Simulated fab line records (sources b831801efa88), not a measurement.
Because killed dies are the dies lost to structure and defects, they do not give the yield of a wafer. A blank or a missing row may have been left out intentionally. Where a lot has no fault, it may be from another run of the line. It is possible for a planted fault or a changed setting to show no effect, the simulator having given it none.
Which tool did it?	flow sky130	Sampling: 13 lots, 39 wafers, 3 of 708 route steps

== WHAT THE GAUGES SHOWED, per wafer ==
SKY_CAP2M_THK_MEAS_04: measures by xrf.
lot	measured	on	CAP2M_TIN_THK (nm)
L222	day 39 07:46	film-metro-02	199.7 198.5 201.0
L223	day 40 10:26	film-metro-04	205.9 205.4 205.6
L224	day 41 00:08	film-metro-01	203.6 203.2 202.7
L225	day 41 07:32	film-metro-04	207.1 206.3 206.4
L226	day 41 23:47	film-metro-02	204.6 203.3 203.2
L227	day 42 00:52	film-metro-02	203.1 202.3 202.0
L228	day 42 03:23	film-metro-02	202.2 201.8 203.9
L229	day 42 02:26	film-metro-02	202.9 204.2 202.3
L230	day 42 08:14	film-metro-02	198.9 200.5 199.9
L234	day 43 04:56	film-metro-04	209.0 210.0 208.9
L239	day 44 12:59	film-metro-01	200.8 201.9 202.0
L240	day 45 06:28	film-metro-02	200.6 201.1 203.1
L242	day 45 18:05	film-metro-02	202.7 201.6 202.1

== TOOL THAT RAN EACH LOT (tool first, then ch and the chambers of the sampled wafers, then the start) ==
lot	SKY_GATE_OXIDE_OXIDATION_16	SKY_CAP2M_CVD_00
L222	furnace-02 ch 0, day 13 11:24	pecvd-04 ch 1,2, day 39 07:27
L223	furnace-01 ch 0, day 14 03:05	pecvd-04 ch 0,2, day 40 10:06
L224	furnace-02 ch 0, day 15 12:51	pecvd-02 ch 0,2, day 40 23:48
L225	furnace-01 ch 0, day 15 18:10	pecvd-02 ch 0,1, day 41 07:14
L226	furnace-02 ch 0, day 16 13:56	pecvd-04 ch 0,1,2, day 41 23:27
L227	furnace-02 ch 0, day 16 13:56	pecvd-02 ch 0,2, day 42 00:33
L228	furnace-01 ch 0, day 16 17:38	pecvd-02 ch 1,2, day 42 03:04
L229	furnace-01 ch 0, day 16 17:38	pecvd-03 ch 0,1, day 42 02:07
L230	furnace-02 ch 0, day 16 23:01	pecvd-02 ch 0,1,2, day 42 07:55
L234	furnace-02 ch 0, day 18 08:38	pecvd-02 ch 0,1, day 43 04:37
L239	furnace-02 ch 0, day 19 19:07	pecvd-04 ch 1,2, day 44 12:40
L240	furnace-01 ch 0, day 20 23:26	pecvd-03 ch 0,2, day 45 06:08
L242	furnace-01 ch 0, day 21 12:41	pecvd-03 ch 0,1, day 45 17:46
- SKY_GATE_OXIDE_OXIDATION_16: stabilise 600 s, purge 300 s, target thk 3.57 nm.
- SKY_CAP2M_CVD_00: deposits SiO2, target thk 15.5 nm.

== AS READ BY THE TOOLS THEMSELVES (means over the sampled wafers that have a number; for cases with no such wafer, the mark the record gives instead) ==
SKY_GATE_OXIDE_OXIDATION_16.
lot	tool	spike-tc-centre-C (C)	zone-power-top-pct (%)
L222	furnace-02	800.5	25.9
L223	furnace-01	800.1	30.2
L224	furnace-02	800.7	26.4
L225	furnace-01	799.1	29.9
L226	furnace-02	800.5	26.0
L227	furnace-02	800.9	25.8
L228	furnace-01	799.2	29.7
L229	furnace-01	800.1	30.0
L230	furnace-02	801.1	25.8
L234	furnace-02	799.3	25.9
L239	furnace-02	801.0	26.1
L240	furnace-01	800.5	29.4
L242	furnace-01	799.1	29.8

SKY_CAP2M_CVD_00.
lot	tool	heater-power-w (W)
L222	pecvd-04	591
L223	pecvd-04	720
L224	pecvd-02	624
L225	pecvd-02	802
L226	pecvd-04	676
L227	pecvd-02	578
L228	pecvd-02	774
L229	pecvd-03	883
L230	pecvd-02	790
L234	pecvd-02	950
L239	pecvd-04	681
L240	pecvd-03	729
L242	pecvd-03	899

== THE ANSWER, worked out from the rows above alone ==
Rule: usual is defined by the lots themselves. Put in order of their means at a reading, lots are off if they are a third of the lots or fewer, leave a main group of 4 or more, and stand apart from it by a gap of 3 or more times the standard deviation of the main group's means; of several such gaps the widest counts. The tables above print the reading to a certain number of digits; a main group whose means all agree to those digits is not used. A lot without any number at a reading at which 4 lots or more have one is off too. The other lots that the step has rows for count as sound. After the gauges, taken in route order, come the tools' own readings; for these a lot's mean is taken, as printed above. At the first step where some lot is off, the reading lying furthest off is the one used; lots without a number count as furthest.
No lot is off on any of the readings shown, so nothing can be concluded from this.

== WHAT THE SIMULATOR PUT IN ==
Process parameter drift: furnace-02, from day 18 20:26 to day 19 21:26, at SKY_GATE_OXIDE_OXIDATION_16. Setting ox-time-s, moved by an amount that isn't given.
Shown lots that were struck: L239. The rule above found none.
